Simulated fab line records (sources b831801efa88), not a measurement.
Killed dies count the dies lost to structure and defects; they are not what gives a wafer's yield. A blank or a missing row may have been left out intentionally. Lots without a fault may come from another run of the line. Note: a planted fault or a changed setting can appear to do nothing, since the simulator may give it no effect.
2 desks looking at one fault ; flow gf180mcu ; only its own numbers are on each desk; what lay behind them is given at the end

## THE TOOL OWNER'S DESK: pvd sputter-04
The tool's own readings at GF_V4_SPUTTER_21 (material Ti, target thk 15 nm, time 80.02 s): means of the sampled wafers that have a number, for each lot that ran on this tool. Any lot whose mean is over 4 standard deviations away from the usual mean is out of limits and marked OUT; that distance is given in the brackets.
Columns: A = throttle valve pct at GF_V4_SPUTTER_21, usual 30.5 %
lot;first seen here;A
L818;day 25 04:48;29.8
L827;day 28 09:17;31.2
L831;day 29 07:44;30.8
This desk found nothing out of limits on any of the 3 lots.

## METROLOGY DESK
What the gauges read, lot by lot, whatever tool the lot ran on: means of the sampled wafers that have a number. Any lot whose mean is over 4 standard deviations away from the usual mean is out of limits and marked OUT; that distance is given in the brackets.
Columns: A = cd nm at GF_V4_CD_MEAS_14, usual 260.0 nm; B = V4_OVL at GF_V4_OVL_MEAS_15, usual -3 nm
lot;first seen here;A;B
L818;day 25 03:58;259.9;1
L827;day 28 08:28;259.1;-0
L831;day 29 06:53;259.0;-6
L833;day 29 21:02;259.3;-2
L836;day 30 15:56;262.5;1
L838;day 31 01:51;260.2;-2
This desk found nothing out of limits on any of the 6 lots.

## ALL TOGETHER
The tool owner's desk saw nothing out of limits.
From the metrology desk's view, nothing was out of limits.

## WHAT HAD BEEN PUT IN BY THE SIMULATOR
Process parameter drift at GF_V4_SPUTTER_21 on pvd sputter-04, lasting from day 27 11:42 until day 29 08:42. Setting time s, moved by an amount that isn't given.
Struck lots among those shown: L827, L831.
